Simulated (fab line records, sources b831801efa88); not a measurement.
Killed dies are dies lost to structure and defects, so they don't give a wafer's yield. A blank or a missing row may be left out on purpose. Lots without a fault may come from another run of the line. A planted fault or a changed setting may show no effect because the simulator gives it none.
fab line records | flow sky130
record lots=5 wafers=23
route steps=708 shown VT_ADJUST_PCH@151 SONOS_TUNNEL@163 SONOS_ONO@170 GATE_OXIDE@203 POLY_GATE@221 LDD_N@245 LDD_P@261 LDD_LDN@291
start_h: hours from the record's first day to the start of the lot's first wafer shown | wait_h: hours since the lot's step before | " the same as in the row above | L1.1+2: a row that stands for several wafers | - no value, or no start given | * or withheld: withheld | < > ~ a bound
route shown NAME@n: a module of which the file shows steps, and the number in the route of the first | usual: mean/standard deviation of fault-free wafers | same: alike in all rows | chamber/n: place in a boat | sites: the reading at each site | _std_site: their standard deviation | _edge_site: outer sites' mean less inner sites' | radius_mm: how far each site lies from the wafer's centre | mask NAME#n: copy n | behind: the tool/chamber that last shaped the wafer | hold: why the lot was held/for how many hours/how that ended | device: the transistor (n, p or np) that didn't switch | end of line: the same wafers' tests at the end of the route | a step without rows: its recipe alone | killed: dies lost to structure and defects at the first sort, not the wafer's yield | map: a wafer's dies, x killed, . not, _ none there
set.NAME: the setting as run; set.NAME@STEP: as run at that earlier step | model.NAME: the simulator's own value behind a step, which no gauge read
lots whose settings were changed on purpose; a table a step, a row a wafer
## steps
# step SKY_VT_ADJUST_PCH_IMPLANT_08
# recipe species=B energy_kev=10 dose_cm2=5e+11 tilt_deg=withheld
# columns lot.wafer tool chamber start_h wait_h set.energy_kev model.implant.rp_nm model.implant.drp_nm
L075.1+3+4 implanter-02 0 252.31 0.0 10 33.11 17.11
L075.2+6 " 0 " " 9.408 31.5 16.4
L078.1+2+3+4+6 implanter-02 0 274.12 0.0 10 32.89 17.11
L079.2+3+4+5+6 implanter-01 0 275.15 0.0 10 32.94 17.11
L080.1+5+6 implanter-01 0 280.26 0.0 10 31.35 17.11
L081.1+4 implanter-02 0 282.09 0.0 9.433 31.2 16.43
L081.2+5+6 " 0 " " 10 32.72 17.11
# step SKY_VT_ADJUST_PCH_STRIP_09
# recipe chemistry=O2/N2 power_w=1400 pressure_mtorr=1500 platen_temp_c=withheld o2_flow_sccm=3000 n2_flow_sccm=300 overash_fraction=0.5
# usual strip_time_to_endpoint_s=36.86/0.11
# columns lot.wafer tool chamber start_h wait_h set.resist_thk_nm@VT_ADJUST_PCH_COAT_02 strip_time_to_endpoint_s
L075.1 plasma_asher-01 1 252.46 0.1 3101 37.82
L075.2 " 0 " " 3000 36.71
L075.3 " 1 " " 3000 36.71
L075.4 " 0 " " 3101 37.82
L075.6 " 1 " " 3000 36.74
L078.1 plasma_asher-01 1 274.27 0.1 3000 36.81
L078.2 " 0 " " 3000 36.83
L078.3 " 1 " " 3000 36.94
L078.4 " 0 " " 3000 36.98
L078.6 " 0 " " 3000 36.88
L079.2 plasma_asher-01 0 275.27 0.1 3074 37.92
L079.3 " 0 " " 3000 37.03
L079.4 " 1 " " 3000 36.97
L079.5 " 1 " " 3074 37.72
L079.6 " 0 " " 3000 36.96
L080.1 plasma_asher-01 0 280.41 0.1 3000 36.99
L080.5 " 0 " " 3000 37.08
L080.6 " 1 " " 3000 36.99
L081.1 plasma_asher-01 1 282.24 0.1 3000 36.75
L081.2 " 0 " " 3000 36.69
L081.4 " 0 " " 3000 36.83
L081.5 " 0 " " 3000 36.81
L081.6 " 1 " " 3000 36.83
# step SKY_SONOS_TUNNEL_IMPLANT_09
# recipe species=B energy_kev=20 dose_cm2=1e+12 tilt_deg=withheld
# columns lot.wafer tool chamber start_h wait_h set.energy_kev model.implant.rp_nm model.implant.drp_nm
L075.1+2+4 implanter-01 0 276.04 0.0 20 66.47 28.34
L075.3+6 " 0 " " 20.38 67.71 28.73
L078.1+2+3+4+6 implanter-01 0 298.91 0.0 20 65.79 28.34
L079.2+3+4+5+6 implanter-03 0 300.41 0.0 20 63.51 28.34
L080.1+5+6 implanter-03 0 305.64 0.0 20 64.71 28.34
L081.1+2+5 implanter-04 0 307.51 0.0 20.85 67.61 29.28
L081.4+6 " 0 " " 20 64.89 28.34
# step SKY_SONOS_ONO_CVD_02
# recipe material=Si3N4 precursor=DCS/NH3 target_thk_nm=10.5 temp_c=770 time_s=180 pressure_mtorr=250
# columns lot.wafer tool chamber start_h wait_h set.time_s model.Si3N4_of_SONOS_ONO_CVD_02.thk_nm
L075.1 - - - 0.5 180 10.37
L075.2 " - " " 180 10.23
L075.3 " - " " 180 10.39
L075.4 " - " " 180 10.36
L075.6 " - " " 180 10.34
L078.1 - - - 1.9 153.3 9.007
L078.2 " - " " 153.3 8.949
L078.3 " - " " 153.3 9.034
L078.4 " - " " 153.3 9.004
L078.6 " - " " 153.3 9.032
L079.2 - - - 3.3 200.3 11.85
L079.3 " - " " 200.3 11.72
L079.4 " - " " 200.3 11.79
L079.5 " - " " 200.3 11.64
L079.6 " - " " 200.3 11.75
L080.1+5 lpcvd-02 1 314.99 6.4 180 10.41
L080.6 " 1 " " 180 10.4
L081.1 - - - 3.8 161.9 9.331
L081.2 " - " " 161.9 9.357
L081.4 " - " " 161.9 9.224
L081.5 " - " " 161.9 9.403
L081.6 " - " " 161.9 9.258
# step SKY_SONOS_ONO_THK_MEAS_03
# recipe reads=Si3N4_of_SONOS_ONO_CVD_02
# usual SONOS_ONO_CVD_02_THK=10.44/0.14
# columns lot.wafer tool chamber start_h wait_h set.time_s@SONOS_ONO_CVD_02 SONOS_ONO_CVD_02_THK[nm]
L075.1 film_metro-03 - - - 180 10.35
L075.2 " - " " 180 10.29
L075.3 " - " " 180 10.36
L075.4 " - " " 180 10.35
L075.6 " - " " 180 10.31
L078.1 film_metro-03 - - - 153.3 9.04
L078.2 " - " " 153.3 8.93
L078.3 " - " " 153.3 9.04
L078.4 " - " " 153.3 9.03
L078.6 " - " " 153.3 9.02
L079.2 film_metro-04 - - - 200.3 11.87
L079.3 " - " " 200.3 11.74
L079.4 " - " " 200.3 11.79
L079.5 " - " " 200.3 11.61
L079.6 " - " " 200.3 11.74
L080.1 film_metro-03 - 316.57 0.0 180 10.36
L080.5 " - " " 180 10.44
L080.6 " - " " 180 10.42
L081.1 film_metro-04 - - - 161.9 9.36
L081.2 " - " " 161.9 9.36
L081.4 " - " " 161.9 9.18
L081.5 " - " " 161.9 9.34
L081.6 " - " " 161.9 9.27
# step SKY_SONOS_ONO_EXPOSE_10
# recipe mask_id=ONOM target_cd_nm=410 na=0.6 source_shape=conventional sigma_outer=0.6 dose_mj=150
# columns lot.wafer tool chamber start_h wait_h mask set.dose_mj
L075.1+2+3 iline_stepper-01 0 - - ONOM#0 144.9
L075.4+6 " 0 " " ONOM#0 150
L078.1+3 iline_stepper-02 0 - - ONOM#0 150
L078.2+4+6 " 0 " " ONOM#0 141.5
L079.2+3+4+5+6 iline_stepper-02 0 - - ONOM#0 150
L081.1+4+5 iline_stepper-02 0 - - ONOM#0 153.8
L081.2+6 " 0 " " ONOM#0 150
L080.1+5+6 iline_stepper-01 0 - - ONOM#0 150
# step SKY_SONOS_ONO_PEB_11
# recipe temp_c=withheld time_s=* resist=NOVOLAK
# step SKY_SONOS_ONO_DEVELOP_12
# recipe develop_time_s=60 dev_temp_c=23
# step SKY_SONOS_ONO_CD_MEAS_13
# recipe target_cd_nm=410
# usual cd_nm=409.9/1.7
# columns lot.wafer tool chamber start_h wait_h set.dose_mj@SONOS_ONO_EXPOSE_10 cd_nm
L075.1 cd_sem-02 - 306.03 0.1 144.9 419.9
L075.2 " - " " 144.9 418.6
L075.3 " - " " 144.9 419.9
L075.4 " - " " 150 409.9
L075.6 " - " " 150 408.5
L078.1 cd_sem-01 - 330.53 0.1 150 409.2
L078.2 " - " " 141.5 425.8
L078.3 " - " " 150 410.5
L078.4 " - " " 141.5 427.6
L078.6 " - " " 141.5 426.3
L079.2 cd_sem-01 - 335.40 0.1 150 413.6
L079.3 " - " " 150 411.7
L079.4 " - " " 150 412.9
L079.5 " - " " 150 413.0
L079.6 " - " " 150 411.5
L081.1 cd_sem-01 - 343.64 0.1 153.8 404.2
L081.2 " - " " 150 410.7
L081.4 " - " " 153.8 402.3
L081.5 " - " " 153.8 403.6
L081.6 " - " " 150 410.7
L080.1 cd_sem-02 - 343.94 0.1 150 405.5
L080.5 " - " " 150 406.9
L080.6 " - " " 150 406.3
# step SKY_SONOS_ONO_ETCH_15
# recipe target_depth_nm=19.52 chemistry=CHF3/O2 source_w=600 bias_w=200 pressure_mtorr=40 chf3_flow_sccm=50 O2_flow_sccm=5 time_s=7.8
# columns lot.wafer tool chamber start_h wait_h set.dose_mj@SONOS_ONO_EXPOSE_10 model.SONOS_ONO.cd_nm
L075.1 rie_diel-03 2 306.18 0.0 144.9 419.7
L075.2 " 3 " " 144.9 418.3
L075.3 " 0 " " 144.9 419.6
L075.4 " 1 " " 150 410
L075.6 " 1 " " 150 408.6
L078.1 rie_diel-01 3 330.69 0.0 150 409.3
L078.2 " 0 " " 141.5 426.1
L078.3 " 1 " " 150 409.9
L078.4 " 2 " " 141.5 427.8
L078.6 " 2 " " 141.5 426.6
L079.2 rie_diel-02 1 335.53 0.0 150 413.5
L079.3 " 0 " " 150 411.9
L079.4 " 3 " " 150 412.6
L079.5 " 0 " " 150 412.8
L079.6 " 1 " " 150 411.7
L081.1 rie_diel-01 0 343.79 0.0 153.8 404.4
L081.2 " 2 " " 150 410.8
L081.4 " 3 " " 153.8 402.5
L081.5 " 0 " " 153.8 403.5
L081.6 " 1 " " 150 410.1
L080.1 rie_diel-03 3 344.09 0.0 150 405.4
L080.5 " 0 " " 150 406.8
L080.6 " 1 " " 150 406.4
# step SKY_GATE_OXIDE_OXIDATION_16
# recipe temp_c=800 ambient=O2 idle_temp_c=700 ramp_up_c_per_min=10 ramp_down_c_per_min=3 stabilise_s=600 purge_s=300 target_thk_a=35.7 ox_time_s=1915
# columns lot.wafer tool chamber start_h wait_h set.ox_time_s model.SiO2_of_GATE_OXIDE_OXIDATION_01.thk_nm
L075.1 - - - 1.0 2192 11.91
L075.2 " - " " 2192 12.01
L075.3 " - " " 2192 11.96
L075.4+6 " - " " 2192 11.99
L078.1 - - - 1.0 1915 11.58
L078.2 " - " " 1915 11.62
L078.3 " - " " 1915 11.59
L078.4 " - " " 1915 11.61
L078.6 " - " " 1915 11.53
L079.2 - - - 0.5 1634 11.37
L079.3+6 " - " " 1634 11.36
L079.4 " - " " 1634 11.44
L079.5 " - " " 1634 11.51
L080.1 furnace-02 0 379.48 4.3 1915 11.73
L080.5 " 0 " " 1915 11.71
L080.6 " 0 " " 1915 11.66
L081.1+2 - - - 4.0 1823 11.64
L081.4 " - " " 1823 11.62
L081.5 " - " " 1823 11.44
L081.6 " - " " 1823 11.63
# step SKY_POLY_GATE_COAT_07
# recipe resist=BARC temp_c=withheld time_s=withheld spin_rpm=3000 resist_thk_nm=110
# columns lot.wafer tool chamber start_h wait_h set.resist_thk_nm model.BARC_of_POLY_GATE_COAT_07.thk_nm
L075.1 litho_track-04 0 381.41 0.1 110 110.3
L075.2 " 0 " " 110 110.9
L075.3 " 0 " " 110 110.6
L075.4 " 0 " " 110 110.4
L075.6 " 0 " " 110 110.8
L078.1 litho_track-04 0 410.90 0.1 110 110
L078.2 " 0 " " 110 109.8
L078.3 " 0 " " 113.4 113.7
L078.4 " 0 " " 113.4 113.3
L078.6 " 0 " " 113.4 113.2
L079.2 litho_track-02 0 415.86 0.1 115.2 115.3
L079.3 " 0 " " 115.2 115.6
L079.4 " 0 " " 110 110.3
L079.5 " 0 " " 115.2 115.7
L079.6 " 0 " " 110 110.5
L080.1 litho_track-02 0 432.98 0.1 110 109.4
L080.5 " 0 " " 110 109.9
L080.6 " 0 " " 110 110.2
L081.1 litho_track-01 0 433.04 0.1 104.2 103.9
L081.2 " 0 " " 110 109.9
L081.4+5 " 0 " " 110 110
L081.6 " 0 " " 104.2 104.1
# step SKY_POLY_GATE_OXIDATION_20
# recipe temp_c=850 ambient=O2 stabilise_s=600 purge_s=300 target_thk_a=40 ox_time_s=899
# columns lot.wafer tool chamber start_h wait_h set.temp_c model.SiO2_of_POLY_GATE_OXIDATION_20.thk_nm
L075.1 - - - 1.3 870.9 5.364
L075.2 " - " " 870.9 5.332
L075.3 " - " " 870.9 5.291
L075.4 " - " " 870.9 5.342
L075.6 " - " " 870.9 5.302
L078.1 - - - 4.1 842.8 3.745
L078.2 " - " " 842.8 3.675
L078.3 " - " " 842.8 3.696
L078.4 " - " " 842.8 3.737
L078.6 " - " " 842.8 3.687
L079.2 - - - 5.3 858.2 4.413
L079.3 " - " " 858.2 4.438
L079.4 " - " " 858.2 4.434
L079.5 " - " " 858.2 4.45
L079.6 " - " " 858.2 4.383
L080.1 furnace-01 0 448.98 0.0 850 3.907
L080.5 " 0 " " 850 3.848
L080.6 " 0 " " 850 3.849
L081.1 - - - 0.3 828 3.015
L081.2 " - " " 828 2.974
L081.4 " - " " 828 3.046
L081.5 " - " " 828 2.989
L081.6 " - " " 828 2.961
# step SKY_POLY_GATE_THK_MEAS_21
# recipe reads=SiO2_of_POLY_GATE_OXIDATION_20
# usual POLY_GATE_OXIDATION_THK=4.00/0.087
# columns lot.wafer tool chamber start_h wait_h set.temp_c@POLY_GATE_OXIDATION_20 POLY_GATE_OXIDATION_THK[nm]
L075.1 film_metro-02 - - - 870.9 5.36
L075.2 " - " " 870.9 5.37
L075.3 " - " " 870.9 5.30
L075.4 " - " " 870.9 5.35
L075.6 " - " " 870.9 5.31
L078.1 film_metro-02 - - - 842.8 3.74
L078.2 " - " " 842.8 3.68
L078.3 " - " " 842.8 3.64
L078.4 " - " " 842.8 3.73
L078.6 " - " " 842.8 3.70
L079.2 film_metro-02 - - - 858.2 4.39
L079.3 " - " " 858.2 4.43
L079.4 " - " " 858.2 4.43
L079.5 " - " " 858.2 4.44
L079.6 " - " " 858.2 4.42
L080.1 film_metro-04 - 450.23 0.0 850 3.88
L080.5 " - " " 850 3.85
L080.6 " - " " 850 3.86
L081.1 film_metro-04 - - - 828 3.06
L081.2 " - " " 828 2.98
L081.4 " - " " 828 3.07
L081.5 " - " " 828 3.00
L081.6 " - " " 828 2.97
# step SKY_LDD_N_IMPLANT_08
# recipe species=As energy_kev=20 dose_cm2=7.5e+13 tilt_deg=withheld rotation_deg=23
# columns lot.wafer tool chamber start_h wait_h set.energy_kev model.implant.rp_nm model.implant.drp_nm
L075.1+6 implanter-02 0 428.77 0.0 20 15.65 7.212
L075.2+3+4 " 0 " " 21.11 16.28 7.487
L078.1+2+3 implanter-03 0 463.97 0.0 20 16.11 7.212
L078.4+6 " 0 " " 20.69 16.52 7.383
L079.2+4+6 implanter-03 0 469.04 0.0 19.7 15.58 7.136
L079.3+5 " 0 " " 20 15.75 7.212
L080.1+5+6 implanter-03 0 481.72 0.0 20 15.45 7.212
L081.1+5 implanter-01 0 481.97 0.0 20 15.66 7.212
L081.2+4+6 " 0 " " 20.99 16.22 7.458
# step SKY_LDD_N_IMPLANT_15
# recipe species=BF2 energy_kev=50 dose_cm2=5e+12 tilt_deg=30 rotation_deg=270
# columns lot.wafer tool chamber start_h wait_h set.energy_kev model.implant.rp_nm model.implant.drp_nm
L075.1+2+4 implanter-02 0 429.82 0.1 50 32.23 18.83
L075.3+6 " 0 " " 51.72 33.32 19.31
L078.1+3+4 implanter-03 0 465.02 0.1 52.54 35.06 19.53
L078.2+6 " 0 " " 50 33.38 18.83
L079.2+4+5 implanter-03 0 470.09 0.1 52.34 33.2 19.48
L079.3+6 " 0 " " 50 31.73 18.83
L080.1+5+6 implanter-03 0 482.77 0.1 50 32.27 18.83
L081.1+4 implanter-01 0 483.02 0.1 47.59 30.25 18.17
L081.2+5+6 " 0 " " 50 31.76 18.83
# step SKY_LDD_P_DEVELOP_06
# recipe resist=NOVOLAK developer=TMAH develop_time_s=60 dev_temp_c=23
# columns lot.wafer tool chamber start_h wait_h set.develop_time_s
L075.1+4 litho_track-02 0 461.03 0.1 68.62
L075.2+3+6 " 0 " " 60
L078.1+2+6 litho_track-04 0 496.55 0.1 54.04
L078.3+4 " 0 " " 60
L079.2+3+4 litho_track-04 0 501.13 0.1 51.17
L079.5+6 " 0 " " 60
L080.1+5+6 litho_track-04 0 513.75 0.1 60
L081.1+5+6 litho_track-02 0 514.23 0.1 60
L081.2+4 " 0 " " 66.63
# step SKY_LDD_P_CD_MEAS_07
# recipe target_cd_nm=380
# usual cd_nm=380.2/2.9
# columns lot.wafer tool chamber start_h wait_h set.develop_time_s@LDD_P_DEVELOP_06 cd_nm
L075.1 cd_sem-02 - 461.18 0.1 68.62 391.1
L075.2 " - " " 60 381.5
L075.3 " - " " 60 380.3
L075.4 " - " " 68.62 394.4
L075.6 " - " " 60 381.4
L078.1 cd_sem-01 - 496.70 0.1 54.04 372.6
L078.2 " - " " 54.04 372.0
L078.3 " - " " 60 382.0
L078.4 " - " " 60 381.8
L078.6 " - " " 54.04 373.6
L079.2 cd_sem-02 - 501.27 0.1 51.17 365.9
L079.3 " - " " 51.17 368.6
L079.4 " - " " 51.17 367.4
L079.5 " - " " 60 383.3
L079.6 " - " " 60 383.8
L080.1 cd_sem-01 - 513.90 0.1 60 377.5
L080.5 " - " " 60 375.5
L080.6 " - " " 60 378.9
L081.1 cd_sem-02 - 514.38 0.1 60 387.1
L081.2 " - " " 66.63 397.3
L081.4 " - " " 66.63 396.0
L081.5 " - " " 60 386.1
L081.6 " - " " 60 387.1
# step SKY_LDD_P_IMPLANT_09
# recipe species=BF2 energy_kev=25 dose_cm2=1e+13 tilt_deg=withheld
# columns lot.wafer tool chamber start_h wait_h set.dose_cm2
L075.1+2+3 implanter-04 0 461.34 0.0 1.033e+13
L075.4+6 " 0 " " 1e+13
L078.1+2+3+4+6 implanter-03 0 496.86 0.0 1e+13
L079.2+3 implanter-01 0 501.44 0.0 9.578e+12
L079.4+5+6 " 0 " " 1e+13
L080.1+5+6 implanter-04 0 514.06 0.0 1e+13
L081.1+2+4 implanter-04 0 514.54 0.0 1.073e+13
L081.5+6 " 0 " " 1e+13
# step SKY_LDD_P_STRIP_10
# recipe chemistry=O2/N2 power_w=1400 pressure_mtorr=1500 platen_temp_c=withheld o2_flow_sccm=3000 n2_flow_sccm=300 overash_fraction=0.5
# step SKY_LDD_P_TW_MEAS_11
# usual LDD_P_TW=634.0/2.9
# columns lot.wafer tool chamber start_h wait_h set.dose_cm2@LDD_P_IMPLANT_09 LDD_P_TW
L075.1 film_metro-01 - 461.59 0.1 1.033e+13 639.4
L075.2 " - " " 1.033e+13 646.5
L075.3 " - " " 1.033e+13 640.9
L075.4 " - " " 1e+13 635.9
L075.6 " - " " 1e+13 635.0
L078.1 film_metro-04 - 497.11 0.1 1e+13 631.9
L078.2 " - " " 1e+13 632.3
L078.3 " - " " 1e+13 632.3
L078.4 " - " " 1e+13 633.8
L078.6 " - " " 1e+13 631.3
L079.2 film_metro-02 - 501.67 0.1 9.578e+12 618.8
L079.3 " - " " 9.578e+12 619.7
L079.4 " - " " 1e+13 629.1
L079.5 " - " " 1e+13 627.8
L079.6 " - " " 1e+13 630.0
L080.1 film_metro-04 - 514.31 0.1 1e+13 638.3
L080.5 " - " " 1e+13 634.1
L080.6 " - " " 1e+13 633.3
L081.1 film_metro-01 - 514.79 0.1 1.073e+13 649.4
L081.2 " - " " 1.073e+13 649.0
L081.4 " - " " 1.073e+13 649.9
L081.5 " - " " 1e+13 637.9
L081.6 " - " " 1e+13 634.9
# step SKY_LDD_LDN_COAT_02
# recipe resist=NOVOLAK spin_rpm=3000 resist_thk_nm=1140
# columns lot.wafer tool chamber start_h wait_h set.spin_rpm model.NOVOLAK_of_LDD_LDN_COAT_02.thk_nm
L075.1+2 litho_track-02 0 539.28 0.1 3095 1132
L075.3 " 0 " " 3000 1148
L075.4 " 0 " " 3095 1130
L075.6 " 0 " " 3000 1146
L078.1 litho_track-03 0 572.77 0.1 3000 1140
L078.2 " 0 " " 3000 1138
L078.3 " 0 " " 3115 1122
L078.4 " 0 " " 3000 1139
L078.6 " 0 " " 3115 1117
L079.2 litho_track-01 0 577.46 0.1 2815 1180
L079.3 " 0 " " 2815 1178
L079.4 " 0 " " 3000 1142
L079.5 " 0 " " 2815 1179
L079.6 " 0 " " 3000 1140
L080.1 litho_track-03 0 589.82 0.1 3000 1146
L080.5 " 0 " " 3000 1141
L080.6 " 0 " " 3000 1143
L081.1 litho_track-01 0 589.89 0.1 3000 1141
L081.2 " 0 " " 3000 1138
L081.4 " 0 " " 2778 1179
L081.5 " 0 " " 3000 1134
L081.6 " 0 " " 2778 1184
## key
split step=SKY_VT_ADJUST_PCH_IMPLANT_08 setting=energy_kev stated=10 by=wafer
response step=SKY_VT_ADJUST_PCH_IMPLANT_08 reading=model.implant.rp_nm change=+0.27 per=1% r=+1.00
response step=SKY_VT_ADJUST_PCH_IMPLANT_08 reading=model.implant.drp_nm change=+0.121 per=1% r=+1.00
split step=SKY_SONOS_TUNNEL_IMPLANT_09 setting=energy_kev stated=20 by=wafer
response step=SKY_SONOS_TUNNEL_IMPLANT_09 reading=model.implant.rp_nm change=+0.644 per=1% r=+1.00
response step=SKY_SONOS_TUNNEL_IMPLANT_09 reading=model.implant.drp_nm change=+0.219 per=1% r=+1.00
split step=SKY_SONOS_ONO_CVD_02 setting=time_s stated=180 by=lot
response step=SKY_SONOS_ONO_CVD_02 reading=model.Si3N4_of_SONOS_ONO_CVD_02.thk_nm change=+0.106 per=1% r=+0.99
response step=SKY_SONOS_ONO_THK_MEAS_03 reading=SONOS_ONO_CVD_02_THK change=+0.106 per=1% r=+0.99
split step=SKY_SONOS_ONO_EXPOSE_10 setting=dose_mj stated=150 by=wafer
response step=SKY_SONOS_ONO_CD_MEAS_13 reading=cd_nm change=-2.96 per=1% r=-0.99
response step=SKY_SONOS_ONO_ETCH_15 reading=model.SONOS_ONO.cd_nm change=-2.98 per=1% r=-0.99
split step=SKY_GATE_OXIDE_OXIDATION_16 setting=ox_time_s stated=1915 by=lot
response step=SKY_GATE_OXIDE_OXIDATION_16 reading=model.SiO2_of_GATE_OXIDE_OXIDATION_01.thk_nm change=+0.0191 per=1% r=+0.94
split step=SKY_POLY_GATE_COAT_07 setting=resist_thk_nm stated=110 by=wafer
response step=SKY_POLY_GATE_COAT_07 reading=model.BARC_of_POLY_GATE_COAT_07.thk_nm change=+1.11 per=1% r=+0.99
split step=SKY_POLY_GATE_OXIDATION_20 setting=temp_c stated=850 by=lot
response step=SKY_POLY_GATE_OXIDATION_20 reading=model.SiO2_of_POLY_GATE_OXIDATION_20.thk_nm change=+0.453 per=1% r=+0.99
response step=SKY_POLY_GATE_THK_MEAS_21 reading=POLY_GATE_OXIDATION_THK change=+0.452 per=1% r=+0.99
split step=SKY_LDD_N_IMPLANT_08 setting=energy_kev stated=20 by=wafer
response step=SKY_LDD_N_IMPLANT_08 reading=model.implant.rp_nm change=+0.114 per=1% r=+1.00
response step=SKY_LDD_N_IMPLANT_08 reading=model.implant.drp_nm change=+0.0498 per=1% r=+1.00
split step=SKY_LDD_N_IMPLANT_15 setting=energy_kev stated=50 by=wafer
response step=SKY_LDD_N_IMPLANT_15 reading=model.implant.rp_nm change=+0.32 per=1% r=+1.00
response step=SKY_LDD_N_IMPLANT_15 reading=model.implant.drp_nm change=+0.138 per=1% r=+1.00
split step=SKY_LDD_P_DEVELOP_06 setting=develop_time_s stated=60 by=wafer
response step=SKY_LDD_P_CD_MEAS_07 reading=cd_nm change=+0.943 per=1% r=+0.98
split step=SKY_LDD_P_IMPLANT_09 setting=dose_cm2 stated=1e+13 by=wafer
response step=SKY_LDD_P_TW_MEAS_11 reading=LDD_P_TW change=+1.93 per=1% r=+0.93
split step=SKY_LDD_LDN_COAT_02 setting=spin_rpm stated=3000 by=wafer
response step=SKY_LDD_LDN_COAT_02 reading=model.NOVOLAK_of_LDD_LDN_COAT_02.thk_nm change=-5.81 per=1% r=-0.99
split outside_this_file step=SKY_VT_ADJUST_PCH_COAT_02 setting=resist_thk_nm
# split outside_this_file: this setting was split too, and the file shows its column; the key of that split is in another file
